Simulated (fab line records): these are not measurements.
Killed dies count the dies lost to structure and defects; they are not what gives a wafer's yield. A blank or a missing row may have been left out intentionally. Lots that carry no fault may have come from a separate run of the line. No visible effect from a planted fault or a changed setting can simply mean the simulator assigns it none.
Which of the tools did it? + flow gf180mcu + 24 lots, 72 wafers sampled, at 6 steps of a route of 602

WHAT THE GAUGES READ, wafer by wafer
GF_M2_THK_MEAS_06: measures by xrf. Usual: M2_ALCU_THK 457 nm, standard deviation 7.7.
| lot  | measured     | on            | M2_ALCU_THK (nm) | flag |
|------|--------------|---------------|------------------|------|
| L074 | day 18 05:46 | film_metro-02 | 468 471 463      |      |
| L075 | day 18 11:59 | film_metro-02 | 460 459 459      |      |
| L076 | day 19 05:11 | film_metro-03 | 446 449 449      |      |
| L077 | day 19 13:28 | film_metro-02 | 465 472 469      |      |
| L079 | day 20 01:11 | film_metro-03 | 454 445 449      |      |
| L078 | day 20 05:31 | film_metro-02 | 447 448 454      |      |
| L080 | day 20 13:05 | film_metro-03 | 458 455 462      |      |
| L081 | day 20 22:49 | film_metro-03 | 449 451 451      |      |
| L082 | day 21 11:16 | film_metro-02 | 462 470 471      |      |
| L083 | day 21 18:14 | film_metro-03 | 460 461 469      |      |
| L084 | day 22 02:06 | film_metro-03 | 453 450 453      |      |
| L085 | day 22 10:52 | film_metro-03 | 447 449 453      |      |
| L086 | day 22 16:55 | film_metro-04 | 444 446 437      |      |
| L087 | day 23 00:22 | film_metro-04 | 454 448 452      |      |
| L088 | day 23 08:08 | film_metro-03 | 458 462 465      |      |
| L089 | day 23 15:21 | film_metro-03 | 453 456 458      |      |
| L090 | day 24 01:56 | film_metro-04 | 466 457 462      |      |
| L091 | day 24 11:22 | film_metro-02 | 466 460 459      |      |
| L092 | day 24 16:37 | film_metro-03 | 461 459 460      |      |
| L093 | day 24 21:17 | film_metro-03 | 456 457 456      |      |
| L094 | day 25 06:18 | film_metro-04 | 451 450 448      |      |
| L095 | day 25 15:51 | film_metro-03 | 459 455 457      |      |
| L096 | day 25 21:10 | film_metro-02 | 466 454 460      |      |
| L097 | day 26 09:16 | film_metro-02 | 464 458 460      |      |

GF_M4_CD_MEAS_14: the cd target is 280 nm. Usual: cd_nm at 279.9 nm, with a standard deviation of 1.4.
| lot  | measured     | on        | cd_nm (nm)        | flag |
|------|--------------|-----------|-------------------|------|
| L074 | day 23 13:23 | cd_sem-02 | 281.6 279.4 279.4 |      |
| L075 | day 23 17:53 | cd_sem-02 | 279.1 278.6 280.3 |      |
| L076 | day 24 12:08 | cd_sem-02 | 280.6 279.9 280.6 |      |
| L077 | day 24 17:44 | cd_sem-01 | 276.5 277.3 277.4 |      |
| L079 | day 25 04:34 | cd_sem-02 | 280.9 280.9 281.3 |      |
| L078 | day 25 08:28 | cd_sem-01 | 280.0 279.2 279.6 |      |
| L080 | day 25 14:23 | cd_sem-02 | 279.0 278.4 278.7 |      |
| L081 | day 25 22:28 | cd_sem-02 | 280.7 280.9 280.3 |      |
| L082 | day 26 10:00 | cd_sem-02 | 280.5 280.5 280.8 |      |
| L083 | day 26 16:25 | cd_sem-01 | 278.2 278.2 278.4 |      |
| L084 | day 26 22:59 | cd_sem-01 | 279.9 280.4 279.0 |      |
| L085 | day 27 05:50 | cd_sem-02 | 279.5 279.5 279.1 |      |
| L086 | day 27 13:11 | cd_sem-01 | 280.3 280.9 280.0 |      |
| L087 | day 27 18:14 | cd_sem-01 | 279.6 280.7 279.5 |      |
| L088 | day 27 23:54 | cd_sem-01 | 279.3 280.4 279.9 |      |
| L089 | day 28 06:14 | cd_sem-02 | 281.5 281.4 280.9 |      |
| L090 | day 28 16:31 | cd_sem-01 | 280.0 281.3 280.0 |      |
| L091 | day 28 22:20 | cd_sem-02 | 281.5 281.9 281.8 |      |
| L092 | day 29 04:44 | cd_sem-01 | 282.5 282.2 282.4 |      |
| L093 | day 29 11:38 | cd_sem-02 | 278.8 277.9 279.7 |      |
| L094 | day 29 15:38 | cd_sem-02 | 280.7 282.1 280.5 |      |
| L095 | day 30 01:13 | cd_sem-02 | 282.4 281.8 282.1 |      |
| L096 | day 30 06:19 | cd_sem-02 | 278.3 278.0 277.3 |      |
| L097 | day 30 14:40 | cd_sem-01 | 279.0 279.7 279.4 |      |

GF_PASSIVATION_THK_MEAS_01. Usual: PASSIVATION_CVD_00_THK 1003 nm, standard deviation 15.
| lot  | measured     | on            | PASSIVATION_CVD_00_THK (nm) | flag |
|------|--------------|---------------|-----------------------------|------|
| L074 | day 28 05:35 | film_metro-01 | 987 971 997                 |      |
| L075 | day 28 11:13 | film_metro-01 | 1023 1011 1039              |      |
| L076 | day 29 01:02 | film_metro-02 | 1014 1002 1001              |      |
| L077 | day 29 06:36 | film_metro-01 | 1001 988 1022               |      |
| L079 | day 29 14:59 | film_metro-04 | 1018 1014 991               |      |
| L078 | day 29 19:52 | film_metro-01 | 1004 1006 1024              |      |
| L080 | day 30 01:22 | film_metro-01 | 972 1006 981                |      |
| L081 | day 30 09:05 | film_metro-04 | 982 990 1006                |      |
| L082 | day 30 18:04 | film_metro-02 | 994 1016 1001               |      |
| L083 | day 31 00:58 | film_metro-02 | 1004 1002 1029              |      |
| L084 | day 31 04:56 | film_metro-01 | 991 988 1020                |      |
| L085 | day 31 11:30 | film_metro-02 | 972 998 1018                |      |
| L086 | day 31 17:17 | film_metro-04 | 1033 994 1041               |      |
| L087 | day 31 22:25 | film_metro-02 | 997 999 1001                |      |
| L088 | day 32 03:25 | film_metro-02 | 981 1019 1013               |      |
| L089 | day 32 06:58 | film_metro-01 | 979 1025 995                |      |
| L090 | day 32 18:26 | film_metro-02 | 1010 988 1039               |      |
| L091 | day 32 22:00 | film_metro-04 | 989 1003 1034               |      |
| L092 | day 33 04:30 | film_metro-02 | 997 996 1019                |      |
| L093 | day 33 08:58 | film_metro-01 | 995 1005 1030               |      |
| L094 | day 33 12:01 | film_metro-01 | 997 991 988                 |      |
| L095 | day 33 20:53 | film_metro-02 | 1009 990 998                |      |
| L096 | day 34 02:42 | film_metro-02 | 990 1001 1017               |      |
| L097 | day 34 08:09 | film_metro-01 | 998 988 1005                |      |

WHICH TOOL RAN EACH LOT (tool, then ch and the chambers of the sampled wafers, then the start)
| lot  | GF_CONTACT_STRIP_18                  | GF_V4_CMP_04                  | GF_MIM_SPUTTER_00            |
|------|--------------------------------------|-------------------------------|------------------------------|
| L074 | plasma_asher-02 ch 0,1, day 16 04:47 | cmp-02 ch 1,2, day 23 14:29   | pvd_sputter-01, day 24 14:35 |
| L075 | plasma_asher-02 ch 0,1, day 16 09:41 | cmp-01 ch 1,2, day 23 18:59   | pvd_sputter-01, day 24 19:06 |
| L076 | plasma_asher-03 ch 0,1, day 17 01:59 | cmp-01 ch 2,3, day 24 13:18   | pvd_sputter-03, day 25 12:50 |
| L077 | plasma_asher-03 ch 0,1, day 17 09:11 | cmp-02 ch 0,2, day 24 19:02   | pvd_sputter-03, day 25 17:59 |
| L079 | plasma_asher-02 ch 0,1, day 17 21:00 | cmp-01 ch 0,1,2, day 25 05:37 | pvd_sputter-03, day 26 04:34 |
| L078 | plasma_asher-02 ch 0,1, day 18 00:56 | cmp-02 ch 1,2, day 25 09:33   | pvd_sputter-04, day 26 08:53 |
| L080 | plasma_asher-03 ch 0,1, day 18 07:47 | cmp-01 ch 0,1,2, day 25 15:36 | pvd_sputter-01, day 26 15:05 |
| L081 | plasma_asher-02 ch 0,1, day 18 17:00 | cmp-02 ch 0,1,3, day 25 23:30 | pvd_sputter-04, day 26 22:20 |
| L082 | plasma_asher-02 ch 0,1, day 19 05:45 | cmp-02 ch 1,2,3, day 26 11:14 | pvd_sputter-01, day 27 09:22 |
| L083 | plasma_asher-03 ch 0,1, day 19 13:15 | cmp-02 ch 0,3, day 26 17:28   | pvd_sputter-03, day 27 15:20 |
| L084 | plasma_asher-02 ch 0,1, day 19 20:44 | cmp-01 ch 0,1,3, day 27 00:06 | pvd_sputter-03, day 27 21:43 |
| L085 | plasma_asher-03 ch 0,1, day 20 05:35 | cmp-01 ch 2,3, day 27 06:53   | pvd_sputter-01, day 28 04:23 |
| L086 | plasma_asher-01 ch 0,1, day 20 12:11 | cmp-01 ch 0,1, day 27 14:14   | pvd_sputter-04, day 28 11:40 |
| L087 | plasma_asher-01 ch 0,1, day 20 20:20 | cmp-01 ch 0,1,2, day 27 19:24 | pvd_sputter-01, day 28 17:25 |
| L088 | plasma_asher-03 ch 0,1, day 21 05:09 | cmp-02 ch 0,2,3, day 28 01:05 | pvd_sputter-04, day 28 22:07 |
| L089 | plasma_asher-01 ch 0,1, day 21 11:23 | cmp-01 ch 1,2, day 28 07:15   | pvd_sputter-01, day 29 04:05 |
| L090 | plasma_asher-02 ch 0,1, day 21 21:57 | cmp-02 ch 1,2,3, day 28 17:33 | pvd_sputter-04, day 29 13:50 |
| L091 | plasma_asher-01 ch 0,1, day 22 09:15 | cmp-01 ch 0,1,3, day 28 23:38 | pvd_sputter-04, day 29 20:07 |
| L092 | plasma_asher-01 ch 0, day 22 13:32   | cmp-01 ch 0,1,3, day 29 05:58 | pvd_sputter-04, day 30 03:10 |
| L093 | plasma_asher-02 ch 0,1, day 22 18:53 | cmp-01 ch 1,2,3, day 29 12:52 | pvd_sputter-01, day 30 08:26 |
| L094 | plasma_asher-01 ch 0, day 23 06:11   | cmp-01 ch 1,3, day 29 16:45   | pvd_sputter-03, day 30 13:16 |
| L095 | plasma_asher-02 ch 0,1, day 23 14:45 | cmp-02 ch 0,1,2, day 30 02:16 | pvd_sputter-01, day 30 22:41 |
| L096 | plasma_asher-02 ch 0,1, day 23 20:55 | cmp-02 ch 0,3, day 30 07:20   | pvd_sputter-04, day 31 03:05 |
| L097 | plasma_asher-02 ch 0,1, day 24 09:29 | cmp-01 ch 0,1,3, day 30 16:09 | pvd_sputter-04, day 31 11:23 |
- GF_CONTACT_STRIP_18: strips in O2/N2.
- GF_V4_CMP_04: polishes SiO2.
- GF_MIM_SPUTTER_00: material Ti, target thk 37.5 nm, time 150 s.

AS READ BY THE TOOLS THEMSELVES (means over the sampled wafers that have a number; for cases with no such wafer, the mark the record gives instead)
GF_CONTACT_STRIP_18. Usual: chamber_pressure_mTorr 1500.1 mTorr, standard deviation 1.4; drypump_motor_current_A 5.5 A, standard deviation 0.41; heater_power_w 320 W, standard deviation 35; o2_flow_sccm 2999 sccm, standard deviation 9.3; oes_product_au 0.580 a.u., standard deviation 0.0053.
| lot  | tool            | chamber_pressure_mTorr (mTorr) | drypump_motor_current_A (A) | heater_power_w (W) | o2_flow_sccm (sccm) | oes_product_au (a.u.) | flag |
|------|-----------------|--------------------------------|-----------------------------|--------------------|---------------------|-----------------------|------|
| L074 | plasma_asher-02 | 1500.1                         | 5.4                         | 333                | 2995                | 0.574                 |      |
| L075 | plasma_asher-02 | 1499.6                         | 5.2                         | 317                | 3002                | 0.574                 |      |
| L076 | plasma_asher-03 | 1498.9                         | 5.6                         | 297                | 2985                | 0.575                 |      |
| L077 | plasma_asher-03 | 1498.9                         | 5.4                         | 298                | 2996                | 0.585                 |      |
| L079 | plasma_asher-02 | 1500.2                         | 5.4                         | 334                | 3003                | 0.577                 |      |
| L078 | plasma_asher-02 | 1501.3                         | 5.4                         | 332                | 2996                | 0.580                 |      |
| L080 | plasma_asher-03 | 1499.6                         | 5.4                         | 294                | 2990                | 0.580                 |      |
| L081 | plasma_asher-02 | 1500.7                         | 5.2                         | 313                | 2996                | 0.584                 |      |
| L082 | plasma_asher-02 | 1499.7                         | 5.2                         | 313                | 3006                | 0.579                 |      |
| L083 | plasma_asher-03 | 1501.1                         | 5.6                         | 291                | 2993                | 0.581                 |      |
| L084 | plasma_asher-02 | 1499.9                         | 5.4                         | 330                | 3003                | 0.578                 |      |
| L085 | plasma_asher-03 | 1501.5                         | 5.6                         | 292                | 3008                | 0.582                 |      |
| L086 | plasma_asher-01 | 1500.0                         | 5.9                         | 354                | 3002                | 0.579                 |      |
| L087 | plasma_asher-01 | 1500.3                         | 6.0                         | 322                | 3002                | 0.575                 |      |
| L088 | plasma_asher-03 | 1500.6                         | 5.6                         | 293                | 2995                | 0.574                 |      |
| L089 | plasma_asher-01 | 1499.9                         | 5.9                         | 355                | 2993                | 0.581                 |      |
| L090 | plasma_asher-02 | 1499.3                         | 5.4                         | 333                | 3001                | 0.580                 |      |
| L091 | plasma_asher-01 | 1501.5                         | 6.0                         | 327                | 2998                | 0.581                 |      |
| L092 | plasma_asher-01 | 1500.9                         | 5.7                         | 390                | 3009                | 0.578                 |      |
| L093 | plasma_asher-02 | 1498.9                         | 5.2                         | 314                | 2996                | 0.580                 |      |
| L094 | plasma_asher-01 | 1499.8                         | 5.7                         | 386                | 2998                | 0.580                 |      |
| L095 | plasma_asher-02 | 1499.6                         | 5.2                         | 317                | 3012                | 0.582                 |      |
| L096 | plasma_asher-02 | 1499.0                         | 5.2                         | 308                | 2998                | 0.582                 |      |
| L097 | plasma_asher-02 | 1501.0                         | 5.2                         | 318                | 3003                | 0.574                 |      |

GF_V4_CMP_04. Usual: motor_current_A 12.4 A, standard deviation 1.2; slurry_flow_ml_min 150.0, standard deviation 0.51; time_to_endpoint_s 79 s, standard deviation 6.
| lot  | tool   | motor_current_A (A) | slurry_flow_ml_min | time_to_endpoint_s (s) | flag |
|------|--------|---------------------|--------------------|------------------------|------|
| L074 | cmp-02 | 11.3                | 150.2              | 75                     |      |
| L075 | cmp-01 | 12.5                | 150.4              | 79                     |      |
| L076 | cmp-01 | 13.6                | 150.3              | 77                     |      |
| L077 | cmp-02 | 11.1                | 150.2              | 75                     |      |
| L079 | cmp-01 | 12.0                | 150.3              | 75                     |      |
| L078 | cmp-02 | 11.3                | 150.2              | 77                     |      |
| L080 | cmp-01 | 12.6                | 149.8              | 83                     |      |
| L081 | cmp-02 | 13.0                | 150.1              | 77                     |      |
| L082 | cmp-02 | 11.8                | 150.0              | 82                     |      |
| L083 | cmp-02 | 12.3                | 150.0              | 79                     |      |
| L084 | cmp-01 | 12.1                | 149.5              | 80                     |      |
| L085 | cmp-01 | 13.6                | 149.9              | 71                     |      |
| L086 | cmp-01 | 11.8                | 150.0              | 84                     |      |
| L087 | cmp-01 | 12.1                | 149.9              | 88                     |      |
| L088 | cmp-02 | 11.5                | 149.6              | 78                     |      |
| L089 | cmp-01 | 13.0                | 150.2              | 79                     |      |
| L090 | cmp-02 | 12.1                | 150.1              | 79                     |      |
| L091 | cmp-01 | 12.0                | 149.7              | 79                     |      |
| L092 | cmp-01 | 12.3                | 149.4              | 76                     |      |
| L093 | cmp-01 | 12.7                | 149.9              | 80                     |      |
| L094 | cmp-01 | 12.9                | 150.2              | 72                     |      |
| L095 | cmp-02 | 12.4                | 150.0              | 81                     |      |
| L096 | cmp-02 | 12.4                | 150.0              | 80                     |      |
| L097 | cmp-01 | 12.1                | 149.8              | 79                     |      |

GF_MIM_SPUTTER_00. Usual: throttle_valve_pct at 30.4 %, with a standard deviation of 1.2.
| lot  | tool           | throttle_valve_pct (%) | flag |
|------|----------------|------------------------|------|
| L074 | pvd_sputter-01 | 31.2                   |      |
| L075 | pvd_sputter-01 | 30.4                   |      |
| L076 | pvd_sputter-03 | 31.0                   |      |
| L077 | pvd_sputter-03 | 30.6                   |      |
| L079 | pvd_sputter-03 | 30.7                   |      |
| L078 | pvd_sputter-04 | 31.1                   |      |
| L080 | pvd_sputter-01 | 30.3                   |      |
| L081 | pvd_sputter-04 | 30.4                   |      |
| L082 | pvd_sputter-01 | 31.4                   |      |
| L083 | pvd_sputter-03 | 30.6                   |      |
| L084 | pvd_sputter-03 | 30.1                   |      |
| L085 | pvd_sputter-01 | 30.3                   |      |
| L086 | pvd_sputter-04 | 30.8                   |      |
| L087 | pvd_sputter-01 | 30.6                   |      |
| L088 | pvd_sputter-04 | 29.6                   |      |
| L089 | pvd_sputter-01 | 30.1                   |      |
| L090 | pvd_sputter-04 | 30.0                   |      |
| L091 | pvd_sputter-04 | 29.3                   |      |
| L092 | pvd_sputter-04 | 31.3                   |      |
| L093 | pvd_sputter-01 | 30.9                   |      |
| L094 | pvd_sputter-03 | 30.9                   |      |
| L095 | pvd_sputter-01 | 30.3                   |      |
| L096 | pvd_sputter-04 | 30.8                   |      |
| L097 | pvd_sputter-04 | 29.9                   |      |

THE ANSWER, worked out from the rows above alone
Rule: take the mean of a lot's wafers that have a number; if it is more than 3 standard deviations from the usual mean, the lot is off. A lot without any number at a reading at which 4 lots or more have one is off too. The other lots that the step has rows for count as sound. First the gauges in route order, then the tools' own readings, where a lot's mean is used as printed above. The first step at which some lot is off is used, and at that step the reading that is off furthest; a lot without a number counts as furthest.
No lot is off at any reading shown: from this, nothing can be told.

WHAT THE SIMULATOR PUT IN
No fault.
